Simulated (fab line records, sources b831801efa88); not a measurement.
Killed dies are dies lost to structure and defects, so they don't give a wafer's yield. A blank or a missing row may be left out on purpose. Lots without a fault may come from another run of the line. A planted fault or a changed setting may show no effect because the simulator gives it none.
Tool commonality check | flow sky130 | 11 lots, 33 wafers sampled

WHY IT WAS OPENED
At SKY_POLY_GATE_THK_MEAS_21 the reading POLY_GATE_OXIDATION_THK is flagged on 3 of 11 lots. Wafers without a fault read 3.99 nm, standard deviation 0.077.
Rule: a lot is flagged when every wafer of it that has a number lies more than 4 standard deviations from that mean, or none has a number. The other lots count as sound.

lot  | measured     | on            | POLY_GATE_OXIDATION_THK (nm), wafer by wafer | flag
L154 | day 17 09:17 | film_metro-01 | 4.00 4.09 4.04                               |
L156 | day 18 05:06 | film_metro-01 | 4.07 4.13 4.07                               |
L157 | day 18 06:37 | film_metro-02 | 3.95 3.99 4.03                               |
L159 | day 18 16:27 | film_metro-03 | 4.04 3.96 4.00                               |
L162 | day 19 23:13 | film_metro-01 | 3.98 3.92 3.90                               |
L165 | day 20 20:02 | film_metro-01 | 6.59 6.64 6.60                               | FLAGGED
L167 | day 21 09:04 | film_metro-03 | 6.50 6.66 6.54                               | FLAGGED
L169 | day 22 04:59 | film_metro-03 | 6.52 6.58 6.47                               | FLAGGED
L170 | day 22 19:31 | film_metro-02 | 3.82 3.86 3.81                               |
L175 | day 24 12:44 | film_metro-03 | 3.94 3.97 3.89                               |
L177 | day 24 20:34 | film_metro-02 | 4.03 3.95 3.95                               |
The numbers of the flagged lots are 6.57 nm on average: +2.58 nm against the usual, or +33 standard deviations.

WHICH TOOL RAN EACH LOT
The record holds 1 process step before the reading, out of a route of 708 steps. In each cell: the tool, then ch and the chambers that the sampled wafers went through, then the start.
lot  | flag    | SKY_POLY_GATE_OXIDATION_20
L154 |         | furnace-01 ch 0, day 17 08:01
L156 |         | furnace-01 ch 0, day 18 03:49
L157 |         | furnace-01 ch 0, day 18 05:22
L159 |         | furnace-01 ch 0, day 18 15:12
L162 |         | furnace-02 ch 0, day 19 21:58
L165 | FLAGGED | furnace-01 ch 0, day 20 18:47
L167 | FLAGGED | furnace-01 ch 0, day 21 07:49
L169 | FLAGGED | furnace-01 ch 0, day 22 03:43
L170 |         | furnace-02 ch 0, day 22 18:16
L175 |         | furnace-02 ch 0, day 24 11:29
L177 |         | furnace-02 ch 0, day 24 19:19
What these steps do:
- SKY_POLY_GATE_OXIDATION_20: stabilise 600 s, purge 300 s, target thk 4 nm.
- SKY_POLY_GATE_THK_MEAS_21

FLAGGED OVER TOTAL, TOOL BY TOOL (the gauges that took the reading come last)
step                       | tool          | lots run | flagged | share of the flagged lots | sound lots run after its first flagged lot
SKY_POLY_GATE_OXIDATION_20 | furnace-01    | 7        | 3       | all                       | 0
SKY_POLY_GATE_OXIDATION_20 | furnace-02    | 4        | 0       | none                      | -
SKY_POLY_GATE_THK_MEAS_21  | film_metro-01 | 4        | 1       | some                      | 0
SKY_POLY_GATE_THK_MEAS_21  | film_metro-02 | 3        | 0       | none                      | -
SKY_POLY_GATE_THK_MEAS_21  | film_metro-03 | 4        | 2       | some                      | 1 (L175)

WHAT THE TABLE ALLOWS
1 row of the table ran every flagged lot: furnace-01 at SKY_POLY_GATE_OXIDATION_20.
- furnace-01 at SKY_POLY_GATE_OXIDATION_20: 3 of its 7 lots flagged. Its last sound lot is L159 (day 18 15:12), its first flagged lot L165 (day 20 18:47): a fault that began between those two fits. Its own readings lie more than 4 standard deviations out on every wafer of the flagged lots: spike_tc_bottom_C, spike_tc_centre_C, spike_tc_lower_C, spike_tc_top_C, spike_tc_upper_C, tube_center_temp_C, tube_center_temp_C_max.
One tool is left: furnace-01 at SKY_POLY_GATE_OXIDATION_20.

WHAT THE SIMULATOR HAD PUT IN
Process parameter drift: furnace-01, from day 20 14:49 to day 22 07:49, at SKY_POLY_GATE_OXIDATION_20. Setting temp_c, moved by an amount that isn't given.
Lots struck among those shown: L165, L167, L169. The rule above found the same.
